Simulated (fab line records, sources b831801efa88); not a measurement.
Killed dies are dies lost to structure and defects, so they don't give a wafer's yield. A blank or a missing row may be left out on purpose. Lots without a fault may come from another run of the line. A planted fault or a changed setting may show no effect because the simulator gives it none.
Chamber matching | flow gf180mcu | GF_STI_ETCH_14 on rie_si-01: 4 sister chambers
The step etches Si in HBr/Cl2/O2, target depth 360 nm, time 102.9 s. 8 wafers are shown with their chamber, then 9 later ones without.

WAFERS WITH THEIR CHAMBER
wafer  | chamber | oes_product_au (a.u.) | O2_flow_sccm (sccm)
L904.1 | 2       | 1.010                 | 5.985
L904.4 | 3       | 0.986                 | 6.009
L907.1 | 2       | 1.007                 | 5.987
L916.1 | 0       | 0.999                 | 5.995
L916.6 | 1       | 0.996                 | 6.010
L917.1 | 3       | 0.987                 | 5.995
L917.2 | 1       | 0.995                 | 6.028
L917.4 | 0       | 0.993                 | 6.010

WAFERS WITHOUT THEIR CHAMBER
wafer  | oes_product_au (a.u.) | O2_flow_sccm (sccm)
L923.1 | 1.015                 | 6.011
L923.2 | 0.996                 | 6.013
L923.4 | 0.992                 | 6.005
L924.1 | 1.001                 | 5.987
L924.2 | 1.015                 | 5.991
L924.6 | 1.001                 | 6.023
L925.2 | 1.009                 | 6.021
L925.3 | 0.999                 | 5.978
L925.5 | 0.991                 | 5.985

WHICH CHAMBER EACH WENT THROUGH
wafer  | from the rows above          | in truth
L923.1 | 2                            | 2
L923.2 | can't be placed: 1 or 0      | 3
L923.4 | can't be placed: 0 or 1 or 3 | 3
L924.1 | can't be placed: 0 or 2 or 1 | 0
L924.2 | 2                            | 2
L924.6 | can't be placed: 1 or 0      | 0
L925.2 | can't be placed: 2 or 1      | 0
L925.3 | can't be placed: 0 or 2 or 1 | 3
L925.5 | can't be placed: 3 or 0 or 1 | 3
Placed correctly: 2 of 9. Can't be placed from these rows: 7 (the true chamber is among the candidates in 4). Placed wrongly: 0.
How it was worked out, from the rows above alone: a wafer's distance from a chamber is the root of the sum, over the readings, of the square of ((its reading less the chamber's mean) divided by the reading's scatter). The wafer belongs to the nearest chamber; if the next one is less than 2 further off, it can't be placed. A chamber's mean is the mean of its shown wafers. The scatter: the root of (the sum of the squares of (reading less its chamber's mean) over the shown wafers, divided by (wafers less chambers)).
